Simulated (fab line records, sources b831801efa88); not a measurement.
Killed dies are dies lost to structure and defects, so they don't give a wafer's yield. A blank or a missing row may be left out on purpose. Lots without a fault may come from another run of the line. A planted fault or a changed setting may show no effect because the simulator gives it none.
A struck lot beside a sound one | flow sky130 | 15 steps out of a route of 708
Sound: wafers L331.1, L331.4, L331.5. Struck: wafers L339.1, L339.2, L339.5. The cause comes at the end.
At each step with rows: each side's tool, then ch and its chambers, then its first start. Under that, the readings that differ: sound wafers | struck wafers | difference of the means | sigmas: that difference in standard deviations of wafers without a fault.
alike: readings whose means differ by less than 2 such deviations, and words and numbers that are the same on both sides. not compared: withheld readings, readings that some wafer has no value for, bounds like >300 that may hide the same value, and numbers for which the record gives no deviation and whose values overlap.
The two part at a step that has a row with sigmas, a row that says differs or no value, or rows on one side only. Numbers that don't overlap but have no deviation are shown without sigmas and don't part them. A reading that every wafer of one side lacks parts them only if that side has two wafers or more.

SKY_VIA2_CD_MEAS_12: target cd 200 nm.
  sound on cd_sem-02, day 36 20:37; struck on cd_sem-02, day 39 08:55
  alike: cd_nm
SKY_VIA2_OVL_MEAS_13:
  sound on overlay-02, day 36 20:44; struck on overlay-02, day 39 09:02
  reading       | sound | struck  | difference | sigmas
  VIA2_OVL (nm) | 5 5 9 | 0 -8 -5 | -11        | -2
SKY_VIA2_ETCH_14: etches BARC in N2/H2, stops on SiO2, time 45.9 s, target depth 60 nm.
  sound on rie_diel-02 ch 1,2, day 36 20:47; struck on rie_diel-04 ch 1,3, day 39 09:04
  alike: drypump_motor_current_A, n2_flow_sccm, oes_product_au, throttle_valve_pct
  not compared: rf_hours_counter_h
SKY_VIA2_ETCH_15: etches SiO2 in C4F8/O2/Ar, stops on TiN, target depth 546 nm, time 84 s.
  sound on rie_diel-02 ch 1,2, day 36 20:49; struck on rie_diel-04 ch 1,3, day 39 09:07
  alike: oes_product_au
  not compared: rf_hours_counter_h
SKY_VIA2_STRIP_16: strips in O2/N2.
  sound on plasma_asher-04 ch 0,1, day 36 20:53; struck on plasma_asher-03 ch 0,1, day 39 09:10
  alike: drypump_motor_current_A, n2_flow_sccm, oes_product_au, strip_time_to_endpoint_s
  not compared: rf_hours_counter_h
then, 3 steps without rows for these wafers: SKY_VIA2_STRIP_17 (strips in post etch residue remover, time 1200 s); SKY_VIA2_CLEAN_18 (cleans in IPA, time 180 s); SKY_VIA2_CLEAN_19 (cleans in O3/DIW).
SKY_VIA2_SPUTTER_20: material TiN, target thk 20 nm, time 80 s.
  sound on pvd_sputter-04, day 36 21:28; struck on pvd_sputter-01, day 39 09:49
  alike: throttle_valve_pct
then, 1 step without rows for these wafers: SKY_VIA2_CVD_21 (deposits W, target thk 420 nm, time 126.4 s).
SKY_VIA2_RS_MEAS_22: measures by four-point-probe.
  sound on film_metro-04, day 36 21:40; struck on film_metro-01, day 39 10:00
  alike: VIA2_W_RS
SKY_VIA2_THK_MEAS_23: measures by xrf.
  sound on film_metro-04, day 36 21:47; struck on film_metro-01, day 39 10:07
  alike: VIA2_W_THK
SKY_VIA2_CMP_24: polishes, stops on SiO2, t overpolish 20 s, target thk 0 nm.
  sound on cmp-01 ch 0,1,3, day 36 21:54; struck on cmp-02 ch 1,2,3, day 39 10:17
  reading              | sound                | struck               | difference | sigmas
  overpolish_run_s (s) | 20.001 19.992 19.994 | 22.472 22.464 22.482 | +2.477     | +99 or more
  t_overpolish_s (s)   | 20 20 20             | 22.475 22.475 22.475 | +2.475     |
  alike: motor_current_A, time_to_endpoint_s
SKY_METAL3_SPUTTER_00: material Ti, target thk 15 nm, time 10 s.
  sound on pvd_sputter-03, day 36 22:09; struck on pvd_sputter-02, day 39 10:29
  alike: throttle_valve_pct
-- the record jumps here: 9 days lie between the struck wafers' starts before and after (it left off in module METAL3 and takes up again in module PAD_OPEN, whose first step shown is number 708 of the route) --
SKY_PAD_OPEN_PROBE_99:
  the record has rows for the struck wafers here (prober-02, day 48 04:58) and none for the sound ones

WHERE THEY PART
First at SKY_VIA2_OVL_MEAS_13; last, within this record, at SKY_PAD_OPEN_PROBE_99.

WHY: what the simulator had put in
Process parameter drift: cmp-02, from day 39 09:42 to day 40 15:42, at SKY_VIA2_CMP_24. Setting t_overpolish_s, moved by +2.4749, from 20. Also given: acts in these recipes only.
